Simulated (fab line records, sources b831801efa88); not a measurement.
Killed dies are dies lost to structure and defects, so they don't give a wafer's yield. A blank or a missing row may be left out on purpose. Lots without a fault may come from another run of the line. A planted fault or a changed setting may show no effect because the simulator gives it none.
Problem report in the 8D (eight disciplines) form, filled by code | flow gf180mcu | the parts of the form that need people (team, actions taken, sign-off) are left out

1. THE PROBLEM
oes_product_au at GF_STI_ETCH_14 reads a mean of 0.773 a.u. on 3 wafers of 3 lots; wafers without a fault read 0.996 a.u. with a standard deviation of 0.0086. That is -26 standard deviations from the usual mean.
The step: etches Si in HBr/Cl2/O2, target depth 360 nm, time 102.9 s.
First seen on wafer L333.6, day 5 07:06, on rie_si-02. The record holds 31 wafers of 11 lots with a number at this step. Rule for "out", or "out of limits": more than 4 standard deviations from the usual mean. The other wafers with a number count as sound.

2. WHAT IT IS AND WHAT IT IS NOT
question                    | is                                 | is not
which readings at this step | oes_product_au, throttle_valve_pct | O2_flow_sccm, chamber_pressure_mTorr, drypump_motor_current_A
which lots                  | L333, L334, L335                   | L318, L319, L320, L323, L325, L326, L337, L338
which wafers of those lots  | L333.6, L334.6, L335.1             | L333.4, L333.5, L334.4, L335.2
read on which tools         | rie_si-02                          | rie_si-01
when                        | from day 5 07:06                   | up to then (20 sound wafers); but 8 sound wafers of L334, L335, L337, L338 came after

3. SUSPECTS, AND WHAT RULES EACH OUT
Counting: a tool at a process step up to the reading stays a suspect if it ran every lot that is out. Sound lots after the first of them don't rule it out here, since some wafers of a struck lot are sound.
- rie_si-02 at GF_STI_ETCH_14 (etches Si in HBr/Cl2/O2, target depth 360 nm, time 102.9 s): kept. It ran every lot that is out, first L333 (day 5 07:06); its last sound lot up to then is L325 (day 3 14:29). Its own readings are out on those wafers: oes_product_au, throttle_valve_pct.
Left after counting: rie_si-02 at GF_STI_ETCH_14.

4. THE CAUSE (what the simulator had put in)
Process parameter drift: rie_si-02, from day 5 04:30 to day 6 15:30, at GF_STI_ETCH_14. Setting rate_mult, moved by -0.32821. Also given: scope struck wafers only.
Counting left only this tool.

5. THE CHAIN OF EFFECTS, in route order
Each row: a reading whose mean over the struck wafers that have a number lies more than 3 standard deviations from the usual. Only readings for which the record gives a usual standard deviation are gone through. hours: the time from each lot's start at the first step in this table that gives one to its start at this step, as a median over the lots. sigmas: the change in usual standard deviations.
hours | step            | reading                  | usual      | on struck wafers | change | sigmas
0     | GF_STI_ETCH_14  | oes_product_au           | 0.996 a.u. | 0.773            | -0.223 | -26
0     | GF_STI_ETCH_14  | throttle_valve_pct       | 25.660 %   | 25.814           | +0.154 | +16
0     | GF_STI_STRIP_15 | oes_product_au           | 0.383 a.u. | 0.400            | +0.017 | +3.1
0     | GF_STI_STRIP_15 | strip_time_to_endpoint_s | 3.73 s     | 4.13             | +0.40  | +9.6
The process steps in it:
- GF_STI_ETCH_14: etches Si in HBr/Cl2/O2, target depth 360 nm, time 102.9 s.
- GF_STI_STRIP_15: strips in O2/N2.
Later measuring or inspecting steps at which every struck wafer that the step has a row for has a number for every such reading, and none has moved that far: GF_VT_IMPLANT_OVL_MEAS_29.

6. WHAT WOULD HAVE CAUGHT IT SOONER
In this record the first reading out of limits was taken at day 5 07:06, 3 hours after the fault began at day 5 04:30.
